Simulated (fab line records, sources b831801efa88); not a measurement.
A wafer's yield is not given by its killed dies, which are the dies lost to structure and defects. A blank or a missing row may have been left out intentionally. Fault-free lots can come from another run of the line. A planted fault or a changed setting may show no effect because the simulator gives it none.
Struck lot and sound lot, side by side	flow gf180mcu	16 out of 602 route steps
Sound: wafers L694.2, L694.3, L694.4. Wafers L703.3, L703.4, L703.6 were the ones struck. The cause comes at the end.
Order at every step that has rows: each side's tool, ch and its chambers, its first start. Under that, the readings that differ: sound wafers	struck wafers	difference of the means	sigmas: that difference in standard deviations of wafers without a fault.
alike: same words and numbers on both sides, and readings whose means sit less than 2 such deviations apart. not compared: any withheld reading, any reading some wafer has no value for, any bound like >300 that may hide the same value, and any number with overlapping values for which the record gives no deviation.
The two part at a step that has a row with sigmas, a row that says differs or no value, or rows on one side only. Numbers that don't overlap but have no deviation are shown without sigmas and don't part them. A reading missing from all wafers of one side parts the sides only when that side holds two or more wafers.

GF_V3_CMP_04: polishes SiO2.
  sound on cmp-01 ch 1,2,3, day 25 12:56; struck on cmp-01 ch 1,3, day 28 08:33
  alike: motor-current-A, platen-rpm, slurry-filter-dp-kPa, time-to-endpoint-s
GF_V3_BOW_MEAS_05:
  sound on film-metro-03 at day 25 13:13; struck on film-metro-01 at day 28 08:50
  alike: V3_BOW
then, 8 steps without rows for these wafers: GF_V3_DEHYDRATE_06 (time 60 s); GF_V3_HMDS_07 (prime time 60 s); GF_V3_COAT_08; GF_V3_COAT_09 (resist thk 1000 nm); GF_V3_SOFTBAKE_10 (time 60 s); GF_V3_EXPOSE_11 (exposes mask Via3, target cd 260 nm); GF_V3_PEB_12 (peb time 90 s); GF_V3_DEVELOP_13 (develop time 60 s).
GF_V3_CD_MEAS_14: the cd target is 260 nm.
  sound on cd-sem-01 at day 26 09:37; struck on cd-sem-01 at day 29 04:04
  alike: cd-nm
GF_V3_OVL_MEAS_15:
  sound on overlay-01 at day 26 09:44; struck on overlay-01 at day 29 04:09
reading	sound	struck	difference	sigmas
V3_OVL (nm)	-1 -14 -12	-1 9 -2	+11	+2
GF_V3_ETCH_16: etches BARC in N2/H2.
  sound on rie-diel-04 ch 0,2,3, day 26 09:46; struck on rie-diel-03 ch 0,1,3, day 29 04:11
  no value came back on the struck wafers for any of 5 readings (bias-w (W), chamber-pressure-mTorr (mTorr) and others); on the sound wafers bias-w (W) reads 99.83 99.55 100.13
GF_V3_ETCH_17: etches SiO2 in C4F8/O2/Ar, stops on TiN, target depth 635 nm.
  sound on rie-diel-04 ch 0,2,3; struck on rie-diel-03 ch 0,1,3
reading	sound	struck	difference	sigmas
oes-product-au (a.u.)	0.856 0.853 0.852	0.381 0.381 0.376	-0.474	-99 or more
  alike: bias-w, chamber-pressure-mTorr
GF_V3_STRIP_18: strips in O2/N2.
  sound on plasma-asher-03 ch 0,1, day 26 09:53; struck on plasma-asher-02 ch 0,1, day 29 04:20
reading	sound	struck	difference	sigmas
oes-product-au (a.u.)	0.593 0.590 0.595	0.611 0.613 0.606	+0.017	+4
  alike: drypump-motor-current-A, heater-power-w, platen-temp-c
  not compared: rf-hours-counter-h
then, 1 step without rows for these wafers: GF_V3_STRIP_19 (strips in post etch residue remover, time 1200 s).

WHERE THEY PART
First at GF_V3_OVL_MEAS_15; last, within this record, at GF_V3_STRIP_18.

WHY: what the simulator had put in
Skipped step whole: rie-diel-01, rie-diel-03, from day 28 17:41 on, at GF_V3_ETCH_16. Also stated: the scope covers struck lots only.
